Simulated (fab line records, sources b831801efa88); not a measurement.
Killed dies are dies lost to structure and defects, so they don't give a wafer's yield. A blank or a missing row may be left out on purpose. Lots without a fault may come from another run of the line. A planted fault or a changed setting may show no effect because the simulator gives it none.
fab line records | flow sky130
record lots=5 wafers=15 last_day=49
route steps=708 shown VIA1@475 METAL2@483 VIA2@507 PAD_OPEN@708
lots that met no fault: from a run of the same line without faults
start_h: hours from the record's first day to the start of the lot's first wafer shown | wait_h: hours since the lot's step before | " the same as in the row above | L1.1+2: a row that stands for several wafers | - no value, or no start given | * or withheld: withheld | < > ~ a bound
route shown NAME@n: a module of which the file shows steps, and the number in the route of the first | usual: mean/standard deviation of fault-free wafers | same: alike in all rows | chamber/n: place in a boat | sites: the reading at each site | _std_site: their standard deviation | _edge_site: outer sites' mean less inner sites' | radius_mm: how far each site lies from the wafer's centre | mask NAME#n: copy n | behind: the tool/chamber that last shaped the wafer | hold: why the lot was held/for how many hours/how that ended | device: the transistor (n, p or np) that didn't switch | end of line: the same wafers' tests at the end of the route | a step without rows: its recipe alone | killed: dies lost to structure and defects at the first sort, not the wafer's yield | map: a wafer's dies, x killed, . not, _ none there
set.NAME: the setting as run; set.NAME@STEP: as run at that earlier step | model.NAME: the simulator's own value behind a step, which no gauge read
lots at some steps of the route; a table a step, a row a wafer
services: from which hour (start_h, from the record's first day; less than 0 if before it) a tool's chamber was out of use, for how many hours, and why
## steps
# step SKY_VIA1_STRIP_17
# recipe chemistry=post_etch_residue_remover time_s=1200 temp_c=72.5
# step SKY_VIA1_CLEAN_18
# recipe chemistry=IPA time_s=180 temp_c=25
# step SKY_VIA1_CLEAN_19
# recipe chemistry=O3/DIW dry=n2_spin
# step SKY_VIA1_SPUTTER_20
# recipe material=TiN target_thk_nm=20 chamber_pressure_pa=5 power_w=4000 time_s=80
# step SKY_VIA1_CVD_21
# recipe material=W target_thk_nm=270 time_s=80.902 temp_c=400 pressure_torr=40
# usual chamber_pressure_Torr=40.01/0.088 heater_power_w=802/43
# columns lot.wafer tool chamber start_h wait_h chamber_pressure_Torr heater_power_w
L582.4 cvd_w-02 1 803.09 0.1 39.96 730
L582.5 " 1 " " 39.83 757
L582.6 " 0 " " 40.04 808
L586.1 cvd_w-01 1 842.85 0.0 40.02 909
L586.5 " 1 " " 40.10 892
L586.6 " 0 " " 40.14 823
L590.1 cvd_w-01 1 874.79 0.0 39.97 876
L590.2 " 0 " " 39.90 812
L590.3 " 0 " " 40.17 807
L598.3 cvd_w-01 1 920.22 0.1 40.07 824
L598.4 " 0 " " 40.00 800
L598.6 " 1 " " 39.97 836
L599.2 cvd_w-02 0 920.54 0.0 39.98 816
L599.3 " 1 " " 39.95 744
L599.4 " 0 " " 40.10 805
# step SKY_VIA1_RS_MEAS_22
# recipe thk_meas_gauge=four-point-probe reads=W_of_VIA1_CVD_21+TiN_of_VIA1_SPUTTER_20
# usual VIA1_W_RS=0.427/0.007
# columns lot.wafer tool chamber start_h wait_h VIA1_W_RS[ohm/sq]
L582.4 film_metro-04 - 803.21 0.1 0.431
L582.5 " - " " 0.433
L582.6 " - " " 0.433
L586.1 film_metro-04 - 842.94 0.1 0.415
L586.5 " - " " 0.415
L586.6 " - " " 0.430
L590.1 film_metro-02 - 874.88 0.1 0.417
L590.2 " - " " 0.435
L590.3 " - " " 0.433
L598.3 film_metro-01 - 920.32 0.1 0.414
L598.4 " - " " 0.428
L598.6 " - " " 0.417
L599.2 film_metro-02 - 920.65 0.1 0.435
L599.3 " - " " 0.431
L599.4 " - " " 0.428
# step SKY_VIA1_THK_MEAS_23
# recipe thk_meas_gauge=xrf reads=W_of_VIA1_CVD_21
# usual VIA1_W_THK=273/5.2
# columns lot.wafer tool chamber start_h wait_h VIA1_W_THK[nm]
L582.4 film_metro-04 - 803.30 0.1 272
L582.5 " - " " 272
L582.6 " - " " 271
L586.1 film_metro-04 - 843.06 0.1 283
L586.5 " - " " 283
L586.6 " - " " 274
L590.1 film_metro-02 - 875.00 0.1 276
L590.2 " - " " 267
L590.3 " - " " 266
L598.3 film_metro-01 - 920.42 0.1 282
L598.4 " - " " 272
L598.6 " - " " 279
L599.2 film_metro-02 - 920.76 0.1 265
L599.3 " - " " 269
L599.4 " - " " 270
# step SKY_VIA1_CMP_24
# recipe stop_on=SiO2 t_overpolish_s=15 down_force_psi=3.5 platen_rpm=60 target_thk_nm=0 pad_velocity_m_s=0.94248
# step SKY_METAL2_SPUTTER_00
# recipe material=Ti target_thk_nm=15 power_w=3000 time_s=10 chamber_pressure_pa=0.4
# step SKY_METAL2_SPUTTER_01
# recipe material=TiN target_thk_nm=20 power_w=6500 time_s=16.7 chamber_pressure_pa=0.4
# step SKY_METAL2_SPUTTER_02
# recipe material=AlCu target_thk_nm=250 power_w=10600 time_s=13.3 chamber_pressure_pa=0.4
# step SKY_METAL2_SPUTTER_03
# recipe material=Ti target_thk_nm=5 power_w=3000 time_s=3.3 chamber_pressure_pa=0.4
# usual throttle_valve_pct=30.3/0.76
# columns lot.wafer tool chamber start_h wait_h throttle_valve_pct
L582.4 pvd_sputter-03 - 803.70 0.0 30.5
L582.5 " - " " 30.6
L582.6 " - " " 29.5
L586.1 pvd_sputter-02 - 843.49 0.0 30.8
L586.5 " - " " 29.5
L586.6 " - " " 30.6
L590.1 pvd_sputter-03 - 875.43 0.0 30.7
L590.2 " - " " 31.6
L590.3 " - " " 29.6
L598.3 pvd_sputter-03 - 920.83 0.0 30.7
L598.4 " - " " 31.9
L598.6 " - " " 30.6
L599.2 pvd_sputter-01 - 921.18 0.0 30.8
L599.3 " - " " 29.4
L599.4 " - " " 30.5
# step SKY_METAL2_SPUTTER_04
# recipe material=TiN target_thk_nm=70 power_w=6500 time_s=58.3 chamber_pressure_pa=0.4
# usual throttle_valve_pct=30.3/0.76
# columns lot.wafer tool chamber start_h wait_h throttle_valve_pct
L582.4 pvd_sputter-03 - 803.72 0.0 30.3
L582.5 " - " " 30.5
L582.6 " - " " 29.7
L586.1 pvd_sputter-02 - 843.51 0.0 30.9
L586.5 " - " " 29.4
L586.6 " - " " 30.6
L590.1 pvd_sputter-03 - 875.45 0.0 30.2
L590.2 " - " " 32.0
L590.3 " - " " 29.8
L598.3 pvd_sputter-03 - 920.85 0.0 30.7
L598.4 " - " " 32.2
L598.6 " - " " 30.4
L599.2 pvd_sputter-01 - 921.20 0.0 31.0
L599.3 " - " " 29.6
L599.4 " - " " 30.4
# step SKY_METAL2_RS_MEAS_05
# recipe thk_meas_gauge=four-point-probe reads=TiN_of_METAL2_SPUTTER_04+Ti_of_METAL2_SPUTTER_03+AlCu_of_METAL2_SPUTTER_02+TiN_of_METAL2_SPUTTER_01+Ti_of_METAL2_SPUTTER_00
# usual METAL2_ALCU_RS=0.1268/0.0012
# columns lot.wafer tool chamber start_h wait_h METAL2_ALCU_RS[ohm/sq]
L582.4 film_metro-01 - 803.83 0.1 0.1271
L582.5 " - " " 0.1268
L582.6 " - " " 0.1275
L586.1 film_metro-03 - 843.56 0.0 0.1274
L586.5 " - " " 0.1286
L586.6 " - " " 0.1281
L590.1 film_metro-03 - 875.50 0.0 0.1257
L590.2 " - " " 0.1265
L590.3 " - " " 0.1255
L598.3 film_metro-03 - 920.94 0.1 0.1263
L598.4 " - " " 0.1272
L598.6 " - " " 0.1261
L599.2 film_metro-02 - 921.27 0.0 0.1278
L599.3 " - " " 0.1266
L599.4 " - " " 0.1275
# step SKY_METAL2_THK_MEAS_06
# recipe thk_meas_gauge=xrf reads=AlCu_of_METAL2_SPUTTER_02
# usual METAL2_ALCU_THK=248.3/2.8
# columns lot.wafer tool chamber start_h wait_h METAL2_ALCU_THK[nm]
L582.4 film_metro-01 - 803.92 0.1 248.1
L582.5 " - " " 246.3
L582.6 " - " " 246.5
L586.1 film_metro-03 - 843.68 0.1 248.1
L586.5 " - " " 246.6
L586.6 " - " " 246.3
L590.1 film_metro-03 - 875.62 0.1 251.1
L590.2 " - " " 250.3
L590.3 " - " " 252.6
L598.3 film_metro-03 - 921.04 0.1 250.1
L598.4 " - " " 248.0
L598.6 " - " " 250.9
L599.2 film_metro-02 - 921.38 0.1 245.2
L599.3 " - " " 246.6
L599.4 " - " " 244.7
# step SKY_METAL2_DEHYDRATE_07
# recipe temp_c=200 time_s=60
# step SKY_METAL2_HMDS_08
# recipe prime_time_s=60 prime_temp_c=120
# step SKY_METAL2_COAT_09
# recipe resist=BARC temp_c=withheld time_s=withheld spin_rpm=3000 resist_thk_nm=60
# step SKY_METAL2_COAT_10
# recipe resist=KrF-thick spin_rpm=3000 resist_thk_nm=450
# step SKY_METAL2_SOFTBAKE_11
# recipe temp_c=100 time_s=90 resist=KrF-thick
# step SKY_METAL2_EXPOSE_12
# recipe mask_id=MM2 na=0.8 source_shape=annular sigma_inner=0.55 sigma_outer=0.85 target_cd_nm=140 dose_mj=28
# step SKY_METAL2_PEB_13
# recipe peb_temp_c=withheld peb_time_s=withheld resist=KrF-thick
# step SKY_METAL2_DEVELOP_14
# recipe develop_time_s=60 resist=KrF-thick dev_temp_c=21
# step SKY_METAL2_CD_MEAS_15
# recipe target_cd_nm=140
# usual cd_nm=139.7/1.4
# columns lot.wafer tool chamber start_h wait_h cd_nm
L582.4 cd_sem-01 - 830.73 - 139.9
L582.5 " - " " 138.6
L582.6 " - " " 140.3
L586.1 cd_sem-02 - 869.88 - 139.8
L586.5 " - " " 141.7
L586.6 " - " " 139.7
L590.1 cd_sem-01 - 901.11 - 140.8
L590.2 " - " " 142.2
L590.3 " - " " 142.3
L598.3 cd_sem-01 - 945.02 - 142.0
L598.4 " - " " 141.5
L598.6 " - " " 142.0
L599.2 cd_sem-02 - 945.35 - 140.4
L599.3 " - " " 139.6
L599.4 " - " " 139.9
# step SKY_METAL2_OVL_MEAS_16
# usual METAL2_OVL=0/5
# columns lot.wafer tool chamber start_h wait_h METAL2_OVL[nm]
L582.4 overlay-02 - 830.81 0.1 6
L582.5 " - " " -1
L582.6 " - " " 4
L586.1 overlay-01 - 870.00 0.1 -4
L586.5 " - " " -1
L586.6 " - " " -9
L590.1 overlay-02 - 901.23 0.1 -3
L590.2 " - " " -3
L590.3 " - " " -2
L598.3 overlay-01 - 945.12 0.1 0
L598.4 " - " " -6
L598.6 " - " " -4
L599.2 overlay-02 - 945.46 0.1 -2
L599.3 " - " " -4
L599.4 " - " " -2
# step SKY_METAL2_DESCUM_17
# recipe chemistry=O2 source_power_w=150 bias_power_w=0 pressure_mtorr=10 temp_c=40 time_s=8
# step SKY_METAL2_ETCH_18
# recipe chemistry=N2/H2 target=BARC ion_energy_ev=200 bias_w=100 pressure_mtorr=30 n2_flow_sccm=100 h2_flow_sccm=200 icp_w=500 stop_on=SiO2 time_s=45.9 target_depth_a=600
# usual chamber_pressure_mTorr=29.999/0.028 drypump_motor_current_A=5.8/0.61 oes_product_au=0.855/0.0049 throttle_valve_pct=13.224/0.0091
# columns lot.wafer tool chamber start_h wait_h chamber_pressure_mTorr drypump_motor_current_A oes_product_au rf_hours_counter_h throttle_valve_pct
L582.4 rie_metal-02 1 830.88 0.0 30.001 5.7 0.852 - 13.241
L582.5 " 0 " " 29.958 4.9 0.858 - 13.221
L582.6 " 1 " " 29.982 5.7 0.855 - 13.231
L586.1 rie_metal-01 0 870.07 0.0 29.992 6.5 0.853 13 13.234
L586.5 " 1 " " 30.003 6.3 0.863 - 13.219
L586.6 " 0 " " 30.014 6.5 0.856 - 13.226
L590.1 rie_metal-03 0 901.30 0.0 30.004 6.4 0.853 3 13.227
L590.2 " 1 " " 30.035 5.1 0.856 4 13.215
L590.3 " 1 " " 29.959 5.2 0.848 - 13.219
L598.3 rie_metal-02 0 945.19 0.0 30.033 4.9 0.856 - 13.244
L598.4 " 1 " " 29.993 5.7 0.854 - 13.212
L598.6 " 1 " " 30.019 5.7 0.856 - 13.230
L599.2 rie_metal-03 1 945.52 0.0 29.984 5.2 0.857 6 13.236
L599.3 " 1 " " 30.052 5.1 0.845 - 13.224
L599.4 " 0 " " 29.991 6.4 0.856 - 13.239
# step SKY_METAL2_METAL_ETCH_19
# recipe target_depth_a=3600 stop_on=SiO2 over_etch_frac=0.3 time_s=78 chemistry=Cl2/BCl3 resist_sidewall_deg=88 pressure_mtorr=10 icp_w=900 bias_w=48.5 Cl2_flow_sccm=60 bcl3_flow_sccm=30
# step SKY_METAL2_STRIP_20
# recipe chemistry=O2/N2 power_w=1400 pressure_mtorr=1500 platen_temp_c=withheld o2_flow_sccm=3000 n2_flow_sccm=300 overash_fraction=0.5
# usual chamber_pressure_mTorr=1500.1/1.4 drypump_motor_current_A=5.43/0.18 oes_product_au=0.342/0.0047 strip_time_to_endpoint_s=2.68/0.039
# columns lot.wafer tool chamber start_h wait_h chamber_pressure_mTorr drypump_motor_current_A oes_product_au rf_hours_counter_h strip_time_to_endpoint_s
L582.4 plasma_asher-01 1 831.05 0.1 1504.0 5.31 0.345 - 2.71
L582.5 " 0 " " 1502.0 5.37 0.336 - 2.70
L582.6 " 1 " " 1498.4 5.28 0.349 - 2.71
L586.1 plasma_asher-04 0 870.23 0.1 1498.7 5.43 0.347 102 2.66
L586.5 " 0 " " 1498.2 5.42 0.336 - 2.67
L586.6 " 1 " " 1500.1 5.80 0.345 - 2.68
L590.1 plasma_asher-03 0 901.46 0.1 1501.8 5.30 0.329 47 2.64
L590.2 " 1 " " 1501.7 5.39 0.338 47 2.69
L590.3 " 1 " " 1500.5 5.40 0.343 - 2.73
L598.3 plasma_asher-04 0 945.36 0.1 1500.9 5.38 0.340 - 2.68
L598.4 " 1 " " 1499.0 5.82 0.342 - 2.72
L598.6 " 1 " " 1499.8 5.81 0.349 - 2.68
L599.2 plasma_asher-01 1 945.68 0.1 1502.0 5.33 0.344 84 2.73
L599.3 " 0 " " 1497.2 5.39 0.338 - 2.68
L599.4 " 1 " " 1499.2 5.32 0.342 - 2.61
# step SKY_METAL2_STRIP_21
# recipe chemistry=post_etch_residue_remover time_s=1200 temp_c=72.5
# step SKY_METAL2_CLEAN_22
# recipe chemistry=IPA time_s=180 temp_c=25
# step SKY_METAL2_CLEAN_23
# recipe chemistry=O3/DIW dry=n2_spin
# step SKY_VIA2_HDPCVD_00
# recipe material=SiO2 target_thk_nm=1180 sigma_open_frac=0.3 time_s=196.7 temp_c=400 sih4_flow_sccm=60 pressure_mtorr=6
# step SKY_VIA2_THK_MEAS_01
# recipe reads=SiO2_of_VIA2_HDPCVD_00
# usual VIA2_HDPCVD_THK=1176/11
# columns lot.wafer tool chamber start_h wait_h VIA2_HDPCVD_THK[nm]
L582.4 film_metro-04 - 831.77 0.0 1161
L582.5 " - " " 1160
L582.6 " - " " 1166
L586.1 film_metro-02 - 870.96 0.1 1191
L586.5 " - " " 1195
L586.6 " - " " 1185
L590.1 film_metro-03 - 902.17 0.1 1161
L590.2 " - " " 1170
L590.3 " - " " 1171
L598.3 film_metro-04 - 946.06 0.1 1153
L598.4 " - " " 1160
L598.6 " - " " 1170
L599.2 film_metro-03 - 946.40 0.1 1171
L599.3 " - " " 1178
L599.4 " - " " 1165
# step SKY_VIA2_CMP_02
# recipe material=SiO2 down_force_psi=4 platen_rpm=60 pad_velocity_m_s=0.94248
# usual head_pressure_psi=4.000/0.0083 motor_current_A=12.0/1.3 slurry_filter_dp_kPa=13.49/0.14
# columns lot.wafer tool chamber start_h wait_h head_pressure_psi motor_current_A slurry_filter_dp_kPa
L582.4 cmp-01 0 831.95 0.2 4.014 12.7 13.56
L582.6 " 1 " " 4.009 12.9 13.55
L582.5 " 2 " " 3.993 9.0 13.35
L586.1 cmp-02 0 871.17 0.2 3.991 12.3 13.17
L586.5 " 1 " " 3.994 12.0 13.53
L586.6 " 2 " " 4.002 11.8 13.40
L590.2 cmp-02 2 902.23 0.0 3.991 13.6 13.68
L590.3 " 3 " " 3.997 12.3 13.48
L590.1 " 0 " " 3.977 12.4 13.43
L598.4 cmp-02 3 946.15 0.1 3.991 11.3 13.47
L598.3 " 0 " " 4.015 12.8 13.80
L598.6 " 2 " " 4.009 12.6 13.44
L599.2 cmp-01 1 946.45 0.0 4.009 13.5 13.50
L599.3 " 2 " " 4.012 9.6 13.34
L599.4 " 0 " " 4.002 12.7 13.54
# step SKY_VIA2_BOW_MEAS_03
# recipe mode=bow
# usual VIA2_BOW=87/8.1
# columns lot.wafer tool chamber start_h wait_h VIA2_BOW[um]
L582.4 film_metro-03 - 832.16 0.2 76
L582.5 " - " " 78
L582.6 " - " " 90
L586.1 film_metro-04 - 871.32 0.1 87
L586.5 " - " " 87
L586.6 " - " " 75
L590.1 film_metro-04 - 902.53 0.1 90
L590.2 " - " " 77
L590.3 " - " " 85
L598.3 film_metro-02 - 946.44 0.2 79
L598.4 " - " " 82
L598.6 " - " " 77
L599.2 film_metro-04 - 946.77 0.3 96
L599.3 " - " " 94
L599.4 " - " " 80
# step SKY_VIA2_DEHYDRATE_04
# recipe temp_c=200 time_s=60
# step SKY_VIA2_HMDS_05
# recipe prime_time_s=60 prime_temp_c=120
# step SKY_VIA2_COAT_06
# recipe resist=BARC temp_c=withheld time_s=withheld spin_rpm=3000 resist_thk_nm=60
# step SKY_VIA2_COAT_07
# recipe resist=KrF-thick spin_rpm=3000 resist_thk_nm=450
# step SKY_VIA2_SOFTBAKE_08
# recipe temp_c=100 time_s=90 resist=KrF-thick
# step SKY_VIA2_EXPOSE_09
# recipe mask_id=VIM2 na=0.8 source_shape=annular sigma_inner=0.55 sigma_outer=0.85 target_cd_nm=200 dose_mj=38
# step SKY_PAD_OPEN_PROBE_99
# usual defect_limited_yield=82.3/1.9 killed_at_M0_to_M3=43/7.4 killed_at_M4_up=3.3/2 killed_at_contacts=24/5.4 killed_at_front_end=16/4.2 killed_at_other=0.3/0.61 killed_dies=87/9.4 killed_on_rim=17/3.8 killed_open=47/7.3 killed_short=40/6.7 sort_bin_3_pad_short=0.9/0.43 sort_bin_5_function=10.4/1.4 sort_bin_6_memory=6.4/1.2 sort_n_pass=405/9.4 sort_yield_pct=82.3/1.9
# same gross_dies=492 killed_at_back_side=0 sort_bin_4_leakage[%]=0 sort_bin_8_speed[%]=0
# columns lot.wafer tool chamber start_h wait_h defect_limited_yield[%] killed_at_M0_to_M3 killed_at_M4_up killed_at_contacts killed_at_front_end killed_at_other killed_dies killed_on_rim killed_open killed_short sort_bin_3_pad_short[%] sort_bin_5_function[%] sort_bin_6_memory[%] sort_n_pass sort_yield_pct[%] model.etest.tester.sort_n_pass model.etest.tester.sort_yield_pct model.etest.tester.sort_bin_5_pct model.etest.tester.sort_bin_3_pct
L582.4 prober-02 - 1083.20 0.2 80.3 55 2 26 14 0 97 18 61 36 1.2 11.6 6.9 395 80.3 395 80.28 11.59 1.22
L582.5 prober-02 - 1083.25 0.2 80.3 42 5 30 20 0 97 15 54 42 0.8 9.6 9.3 395 80.3 395 80.28 9.553 0.813
L582.6 prober-02 - 1083.30 0.2 82.7 45 0 25 15 0 85 15 38 46 1.0 9.8 6.5 407 82.7 407 82.72 9.756 1.016
L586.1 prober-02 - 1113.83 0.1 83.7 33 4 27 16 0 80 16 35 44 0.8 9.1 6.3 412 83.7 412 83.74 9.146 0.813
L586.5 prober-02 - 1114.03 0.2 80.9 46 2 33 13 0 94 16 55 39 0.6 10.4 8.1 398 80.9 398 80.89 10.37 0.6098
L586.6 prober-02 - 1114.08 0.2 82.9 32 5 24 23 0 84 13 44 40 0.6 9.3 7.1 408 82.9 408 82.93 9.35 0.6098
L590.1 prober-02 - 1139.08 0.1 81.7 41 3 24 22 0 90 15 54 36 1.4 9.6 7.3 402 81.7 402 81.71 9.553 1.423
L590.2 prober-02 - 1139.13 0.1 82.5 38 5 30 12 1 86 13 42 43 0.8 9.6 7.1 406 82.5 406 82.52 9.553 0.813
L590.3 prober-02 - 1139.18 0.2 80.5 50 3 22 21 0 96 18 50 46 1.2 11.4 6.9 396 80.5 396 80.49 11.38 1.22
L599.2 prober-02 - 1172.60 0.1 81.5 42 3 30 16 0 91 19 47 44 1.0 11.0 6.5 401 81.5 401 81.5 10.98 1.016
L599.3 prober-02 - 1172.65 0.2 82.1 44 3 19 22 0 88 19 49 39 1.0 11.0 5.9 404 82.1 404 82.11 10.98 1.016
L599.4 prober-02 - 1172.70 0.2 84.8 32 4 23 16 0 75 15 36 39 1.4 8.1 5.7 417 84.8 417 84.76 8.13 1.423
L598.3 prober-02 - 1175.42 0.2 82.1 42 3 27 16 0 88 22 38 50 0.6 11.2 6.1 404 82.1 404 82.11 11.18 0.6098
L598.4 prober-02 - 1175.47 0.2 74.8 72 4 32 16 0 124 31 45 39 4.1 14.4 6.7 368 74.8 368 74.8 14.43 4.065
L598.6 prober-02 - 1175.57 0.2 81.5 49 5 24 13 0 91 22 49 42 1.2 10.2 7.1 401 81.5 401 81.5 10.16 1.22
# killed by level:class
L582.4 VIA1:geometric_particle:open=14 CONTACT:geometric_particle:open=10 LI_CONTACT:geometric_particle:open=9 VIA2:geometric_particle:open=8 FIELD_ISO:geometric_particle:open=6 METAL2:geometric_particle:short=6 VIA3:geometric_particle:open=6 LI_CONTACT:geometric_particle:short=5
L582.5 CONTACT:geometric_particle:open=12 VIA1:geometric_particle:open=10 LI_CONTACT:geometric_particle:open=10 FIELD_ISO:geometric_particle:open=7 METAL2:geometric_particle:short=7 VIA2:geometric_particle:short=7 FIELD_ISO:geometric_particle:short=6 METAL1:geometric_particle:short=6
L582.6 VIA1:geometric_particle:open=9 CONTACT:geometric_particle:short=7 VIA1:geometric_particle:short=7 METAL2:geometric_particle:short=7 FIELD_ISO:geometric_particle:short=6 CONTACT:geometric_particle:open=6 LI_CONTACT:geometric_particle:open=5 LOCAL_INTERCONNECT:geometric_particle:short=5
L586.1 VIA1:geometric_particle:open=9 METAL2:geometric_particle:short=9 LI_CONTACT:geometric_particle:open=6 CONTACT:geometric_particle:open=6 LI_CONTACT:geometric_particle:short=5 CONTACT:geometric_particle:short=5 METAL3:geometric_particle:short=5 FIELD_ISO:geometric_particle:open=4
L586.5 LI_CONTACT:geometric_particle:open=13 CONTACT:geometric_particle:open=12 VIA3:geometric_particle:open=8 VIA1:geometric_particle:open=8 VIA2:geometric_particle:open=8 METAL1:geometric_particle:short=6 VIA1:geometric_particle:short=6 METAL2:geometric_particle:short=5
L586.6 VIA1:geometric_particle:open=6 CONTACT:geometric_particle:open=6 FIELD_ISO:geometric_particle:open=5 POLY_GATE:geometric_particle:open=5 LI_CONTACT:geometric_particle:open=5 CONTACT:geometric_particle:short=5 METAL1:geometric_particle:short=5 VIA1:geometric_particle:short=5
L590.1 VIA1:geometric_particle:open=11 CONTACT:geometric_particle:open=10 VIA2:geometric_particle:open=8 LI_CONTACT:geometric_particle:open=7 FIELD_ISO:geometric_particle:open=6 VIA1:geometric_particle:short=6 METAL1:geometric_particle:short=5 FIELD_ISO:geometric_particle:short=4
L590.2 LI_CONTACT:geometric_particle:open=8 CONTACT:geometric_particle:open=7 VIA1:geometric_particle:open=7 FIELD_ISO:geometric_particle:short=6 CONTACT:geometric_particle:short=5 VIA3:geometric_particle:open=5 VIA2:geometric_particle:open=5 LOCAL_INTERCONNECT:geometric_particle:short=4
L590.3 CONTACT:geometric_particle:open=13 METAL2:geometric_particle:short=10 METAL1:geometric_particle:short=8 VIA1:geometric_particle:open=8 FIELD_ISO:geometric_particle:short=7 VIA2:geometric_particle:open=7 FIELD_ISO:geometric_particle:open=6 VIA1:geometric_particle:short=5
L599.2 VIA1:geometric_particle:short=10 CONTACT:geometric_particle:open=8 CONTACT:geometric_particle:short=8 LI_CONTACT:geometric_particle:open=7 VIA1:geometric_particle:open=7 VIA3:geometric_particle:open=7 METAL1:geometric_particle:short=6 VIA2:geometric_particle:open=6
L599.3 FIELD_ISO:geometric_particle:short=10 LI_CONTACT:geometric_particle:open=8 VIA1:geometric_particle:short=8 FIELD_ISO:geometric_particle:open=7 VIA3:geometric_particle:open=7 METAL1:geometric_particle:short=7 CONTACT:geometric_particle:open=6 VIA2:geometric_particle:open=6
L599.4 CONTACT:geometric_particle:open=8 FIELD_ISO:geometric_particle:open=7 VIA1:geometric_particle:open=7 LOCAL_INTERCONNECT:geometric_particle:short=6 METAL2:geometric_particle:short=6 VIA1:geometric_particle:short=5 METAL1:geometric_particle:short=4 METAL4:geometric_particle:short=4
L598.3 METAL2:geometric_particle:short=14 VIA1:geometric_particle:open=12 CONTACT:geometric_particle:short=8 LI_CONTACT:geometric_particle:open=7 CONTACT:geometric_particle:open=7 VIA1:geometric_particle:short=6 METAL1:geometric_particle:short=4 FIELD_ISO:geometric_particle:short=3
L598.4 METAL2:unspecified=40 LI_CONTACT:geometric_particle:open=12 VIA1:geometric_particle:open=8 CONTACT:geometric_particle:short=8 METAL2:geometric_particle:short=7 FIELD_ISO:geometric_particle:open=6 CONTACT:geometric_particle:open=6 VIA2:geometric_particle:open=6
L598.6 CONTACT:geometric_particle:open=11 VIA1:geometric_particle:open=10 VIA2:geometric_particle:open=8 METAL2:geometric_particle:short=7 CONTACT:geometric_particle:short=6 VIA1:geometric_particle:short=6 METAL1:geometric_particle:short=5 FIELD_ISO:geometric_particle:short=4
# map L598.4 (x killed, . not)
__________xxxx.x...x_________
________xxxxxxx......x_______
______xxxxxxxx...x...xx._____
_____xxxxxxxxx.x.x.x.x...____
____.xxxxxxx.....x....x...___
___.x.xxxxxx..x......x.....__
__x......x.x...x.xxx........_
_............x.x........x..xx
_...x....x....x.x...x........
_....x...x......xx...........
_x.....x.........x........xx.
_.....x......xx.x........x.x.
_.....x........x........xx...
_x......x..xx.....xx.........
_..x.....xx.x....x.....x.....
__...........x....x.....x..._
___xx................x.....__
____...............x......___
_____x.....x...x.xx..x.x.____
______...........xx....._____
________...x.......xx._______
__________......x..._________
# map L590.3 (x killed, . not)
__________x........._________
________.x............_______
______...xx..x..x......._____
_____.xxx.x....x......x.x____
____x..xx..x..x...........___
___x.........xx..x...x.....__
__x.xxxx.....x......x......._
_....x..........x....x......x
_.x.x...xx..x...x.x..x....x..
_..........xx..x...x......x..
_.........x.......xxx..x....x
_.................x..x.....xx
_.................x......x..x
_....x...x...xx....x..x..x...
_.x...xxx......x..x.x........
__.......x..........xx.....x_
___.x............x..xx....x__
____....x..........x......___
_____.....x..........x...____
______.x...xx.x...xx...._____
________.............._______
__________.x..x....._________
## services
# columns tool chamber start_h hours kind
plasma_asher-04 - 779.48 10.0 repair
cvd_w-01 1 783.98 1.3 repair
rie_metal-02 0 785.88 3.1 repair
cvd_w-02 1 791.01 1.5 repair
cmp-02 - 794.72 5.2 repair
rie_metal-01 - 823.82 0.6 repair
plasma_asher-04 - 826.84 14.6 pm
rie_metal-02 1 827.76 2.6 repair
cvd_w-02 1 830.36 3.3 repair
rie_metal-03 - 830.95 2.8 pm
cmp-02 - 831.01 2.0 repair
cvd_w-02 0 838.40 8.0 repair
rie_metal-02 - 844.17 15.6 pm
cvd_w-01 1 849.63 14.5 repair
pvd_sputter-03 - 849.88 1.2 repair
pvd_sputter-01 - 882.13 3.1 repair
cvd_w-02 - 891.20 6.9 pm
cmp-01 - 895.85 2.3 repair
cvd_w-01 - 904.00 14.0 pm
cvd_w-01 0 904.00 14.0 vent_cycle
cmp-01 - 912.00 4.0 pm
pvd_sputter-01 - 924.90 6.3 repair
cvd_w-02 0 929.60 4.7 repair
rie_metal-03 - 930.55 14.6 pm
## key
first_sign step=SKY_PAD_OPEN_PROBE_99 reading=sort_bin_3_pad_short direction=up sigmas=7.3 usual=0.9 struck=4.1
effect step=SKY_PAD_OPEN_PROBE_99 reading=killed_at_M0_to_M3 direction=up sigmas=3.9 usual=43 struck=72
model_effect step=SKY_PAD_OPEN_PROBE_99 value=etest.tester.sort_n_pass without=403 struck=368
met_at SKY_METAL2_SPUTTER_04
struck_wafers L598.4
onset_between 875.45 920.85
fault kind=chamber_particle_source tool=pvd_sputter-03 chamber=- onset_h=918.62 steps=SKY_METAL2_SPUTTER_04 rate_per_visit_cm2=1.6976 end_h=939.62 scope=struck_wafers_only
